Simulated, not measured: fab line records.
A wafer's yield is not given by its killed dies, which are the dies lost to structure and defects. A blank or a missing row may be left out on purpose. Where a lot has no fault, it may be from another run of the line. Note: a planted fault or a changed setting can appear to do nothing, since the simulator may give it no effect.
Problem report in the 8D (eight disciplines) form, filled by code	flow gf180mcu	the parts of the form that need people (team, actions taken, sign-off) are left out

1. WHAT WENT WRONG
Wafers free of any fault read 848 nm (standard deviation 9.5) for V1_CVD_02_THK at GF_V1_THK_MEAS_03, against a mean of 937 nm on 6 wafers of 2 lots. Relative to the usual mean, that is a shift of +9.4 standard deviations.
The first sign was on wafer L652.2 at day 23 07:37, on film-metro-01. The record has a number at this step for 33 wafers belonging to 11 lots. The rule behind "out" and "out of limits": a value lying over 4 standard deviations away from the usual mean. The rest of the wafers with a number are treated as sound.

2. WHAT IT IS, AND WHAT IT ISN'T
question	is	is not
which readings at this step	V1_CVD_02_THK	-
which lots	L652, L655	L635, L636, L637, L638, L642, L644, L645, L646, L647
which wafers of those lots	all that have a number	-
read on which gauges	film-metro-01, film-metro-03	film-metro-04
when	from day 23 07:37	up to then (27 sound wafers)

3. THE SUSPECTS, EACH WITH WHAT RULES IT OUT
Counting: a tool at a process step up to the reading stays a suspect if it ran every lot that is out and no sound lot after the first of them.
- the gauge at GF_V1_THK_MEAS_03 has been ruled out. 2 gauges (film-metro-01, film-metro-03) read the wafers that are out.
- pecvd-03 at GF_V1_CVD_02 (deposits SiO2 from TEOS, target thk 850 nm, time 94.851 s): kept. All lots that are out passed through it, beginning with L652 at day 23 07:32, and no sound lot followed; its final sound lot before that point was L646 at day 21 09:29. Out on those wafers are its own readings of rf-fwd-power-W.
The count leaves pecvd-03 at GF_V1_CVD_02.

4. THE CAUSE (what the simulator had put in)
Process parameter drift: pecvd-03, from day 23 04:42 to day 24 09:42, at GF_V1_CVD_02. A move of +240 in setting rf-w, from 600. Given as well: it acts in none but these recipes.
Counting left only this tool.

5. THE EFFECT CHAIN, in route order
Each row: a reading where the mean over the struck wafers with a number is more than 3 standard deviations away from the usual. Only readings whose record carries a usual standard deviation are examined. hours: median over the lots of the time between each lot's start at the first step of this table that gives one and its start at this step. sigmas: the change, counted in usual standard deviations.
hours	step	reading	usual	on struck wafers	change	sigmas
0	GF_V1_CVD_02	rf-fwd-power-W	596.2 W	836.5	+240.3	+99 or more
0	GF_V1_THK_MEAS_03	V1_CVD_02_THK	848 nm	937	+89	+9.4
5	GF_V1_CMP_04	time-to-endpoint-s	80 s	114	+34	+6.7
Process steps it contains:
- GF_V1_CVD_02: deposits SiO2 from TEOS, target thk 850 nm, time 94.851 s.
- GF_V1_CMP_04: polishes SiO2.

6. HOW IT WOULD HAVE BEEN CAUGHT EARLIER
3 hours passed between the start of the fault at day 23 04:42 and the first reading out of limits at a measuring or inspecting step in this record, taken at day 23 07:37.
At GF_V1_CVD_02, the tool's own readings (rf-fwd-power-W) were out on each struck wafer the step has a row for, so an alarm limit on them would have fired on the first such wafer.
Among the 2 lots that are out, L655 began GF_V1_CVD_02 on pecvd-03 after day 23 07:37. Had the tool been put on hold then, it would have been spared.
